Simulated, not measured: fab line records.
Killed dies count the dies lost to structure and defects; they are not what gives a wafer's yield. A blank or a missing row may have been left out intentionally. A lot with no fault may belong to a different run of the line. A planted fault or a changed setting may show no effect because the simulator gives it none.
Matching of chambers :: flow gf180mcu :: pecvd-02 running GF_V4_CVD_02: 3 sister chambers
The step deposits SiO2 from TEOS, target thk 850 nm, time 94.851 s. 6 wafers are shown with their chamber, then 7 later ones without.

WAFERS, EACH WITH ITS CHAMBER
wafer: L082.5
chamber: 0
heater-power-w (W): 523

wafer: L088.1
chamber: 1
heater-power-w (W): 676

wafer: L088.2
chamber: 2
heater-power-w (W): 626

wafer: L088.4
chamber: 2
heater-power-w (W): 678

wafer: L089.1
chamber: 0
heater-power-w (W): 542

wafer: L089.3
chamber: 1
heater-power-w (W): 725

WAFERS WITH NO CHAMBER GIVEN
wafer: L089.4
heater-power-w (W): 658

wafer: L090.2
heater-power-w (W): 616

wafer: L090.4
heater-power-w (W): 691

wafer: L090.5
heater-power-w (W): 663

wafer: L091.3
heater-power-w (W): 617

wafer: L091.4
heater-power-w (W): 688

wafer: L091.6
heater-power-w (W): 570

EACH ONE'S CHAMBER
wafer: L089.4
from the rows above: can't be placed: 2 or 1
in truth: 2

wafer: L090.2
from the rows above: can't be placed: 2 or 0 or 1
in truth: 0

wafer: L090.4
from the rows above: can't be placed: 1 or 2
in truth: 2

wafer: L090.5
from the rows above: can't be placed: 2 or 1
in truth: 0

wafer: L091.3
from the rows above: can't be placed: 2 or 1 or 0
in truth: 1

wafer: L091.4
from the rows above: can't be placed: 1 or 2
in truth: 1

wafer: L091.6
from the rows above: can't be placed: 0 or 2
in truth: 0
Correctly placed: 0 of 7. These rows do not allow placing 7 (true chamber among the candidates in 6). Number placed wrongly: 0.
How it was worked out, from the rows above alone: a wafer's distance from a chamber is the root of the sum, over the readings, of the square of ((its reading less the chamber's mean) divided by the reading's scatter). If the next closest chamber is less than 2 further off than the closest, the wafer can't be placed; otherwise it belongs to the closest. A chamber's mean is the mean of its shown wafers. The scatter: the root of (the sum of the squares of (reading less its chamber's mean) over the shown wafers, divided by (wafers less chambers)).
